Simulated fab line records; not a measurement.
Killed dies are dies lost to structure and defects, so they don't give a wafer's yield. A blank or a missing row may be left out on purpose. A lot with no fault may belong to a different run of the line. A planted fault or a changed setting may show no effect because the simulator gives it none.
A lot that was struck, set against a sound lot ; flow sky130 ; 16 out of 708 route steps
Sound: wafers L970.3, L970.4, L970.5. Wafers L972.2, L972.3, L972.6 were the ones struck. The cause comes at the end.
Order at every step that has rows: each side's tool, ch and its chambers, its first start. Under that, the readings that differ: sound wafers ; struck wafers ; difference of the means ; sigmas: that difference in standard deviations of wafers without a fault.
alike: words and numbers the same on both sides, and readings whose means are apart by under 2 such deviations; not compared: readings that were withheld, readings missing a value for some wafer, numbers with overlapping values and no deviation given by the record, and bounds like >300 which may hide the same value.
The two part at a step that has a row with sigmas, a row that says differs or no value, or rows on one side only. Numbers that don't overlap but have no deviation are shown without sigmas and don't part them. Lack of a reading on every wafer of one side parts them only where that side has two or more wafers.

SKY_VIA1_BOW_MEAS_03:
  sound: film_metro-01 at day 32 15:19; struck: film_metro-02 at day 33 11:36
  alike: VIA1_BOW
then, 8 steps without rows for these wafers: SKY_VIA1_DEHYDRATE_04 (time 60 s); SKY_VIA1_HMDS_05 (prime time 60 s); SKY_VIA1_COAT_06 (resist thk 60 nm); SKY_VIA1_COAT_07 (resist thk 450 nm); SKY_VIA1_SOFTBAKE_08 (time 90 s); SKY_VIA1_EXPOSE_09 (exposes mask VIM, target cd 150 nm); SKY_VIA1_PEB_10; SKY_VIA1_DEVELOP_11 (develop time 60 s).
SKY_VIA1_CD_MEAS_12 targets a cd of 150 nm.
  sound: cd_sem-01 at day 33 17:40; struck: cd_sem-02 at day 34 14:10
  alike: cd_nm
SKY_VIA1_OVL_MEAS_13:
  sound: overlay-02 at day 33 17:45; struck: overlay-02 at day 34 14:17
  alike: VIA1_OVL
SKY_VIA1_ETCH_14: etches BARC in N2/H2, stops on SiO2, time 45.9 s, target depth 60 nm.
  sound on rie_diel-04 ch 0,1,3, day 33 17:47; struck on rie_diel-03 ch 0,1,3, day 34 14:19
  alike: bias_w, chamber_pressure_mTorr, drypump_motor_current_A, oes_product_au, throttle_valve_pct
  not compared: rf_hours_counter_h
SKY_VIA1_ETCH_15: etches SiO2 in C4F8/O2/Ar, stops on TiN, target depth 351 nm, time 54 s.
  sound on rie_diel-04 ch 0,1,3, day 33 17:49; struck on rie_diel-03 ch 0,1,3, day 34 14:21
  no value came back on the struck wafers for bias_w (W), chamber_pressure_mTorr (mTorr), oes_product_au (a.u.); on the sound wafers bias_w (W) reads 1206 1208 1200
reading;sound;struck;difference;sigmas
model.KrF-thick_of_VIA1_COAT_07.thk_nm (nm);322.6 324.2 321.8;392.6 393.4 393.6;+70.3;
  not compared: rf_hours_counter_h
SKY_VIA1_STRIP_16: strips in O2/N2.
  sound on plasma_asher-01 ch 0,1, day 33 17:54; struck on plasma_asher-02 ch 0, day 34 14:23
reading;sound;struck;difference;sigmas
oes_product_au (a.u.);0.420 0.418 0.413;0.452 0.449 0.445;+0.032;+7
strip_time_to_endpoint_s (s);4.462 4.476 4.447;5.194 5.215 5.193;+0.739;+26
  alike: drypump_motor_current_A
  not compared: rf_hours_counter_h
then, 1 step without rows for these wafers: SKY_VIA1_STRIP_17 (strips in post etch residue remover, time 1200 s).
-- the record jumps here: 12 days lie between the struck wafers' starts before and after (it left off in module VIA1 and takes up again in module PAD_OPEN, whose first step shown is number 708 of the route) --
SKY_PAD_OPEN_PROBE_99:
  record: rows for the struck wafers here (prober-02, day 46 05:10), none for the sound ones

## WHERE THEY PART
At SKY_VIA1_ETCH_15 first; at SKY_PAD_OPEN_PROBE_99 last (within this record only).

WHY: whatever the simulator had introduced
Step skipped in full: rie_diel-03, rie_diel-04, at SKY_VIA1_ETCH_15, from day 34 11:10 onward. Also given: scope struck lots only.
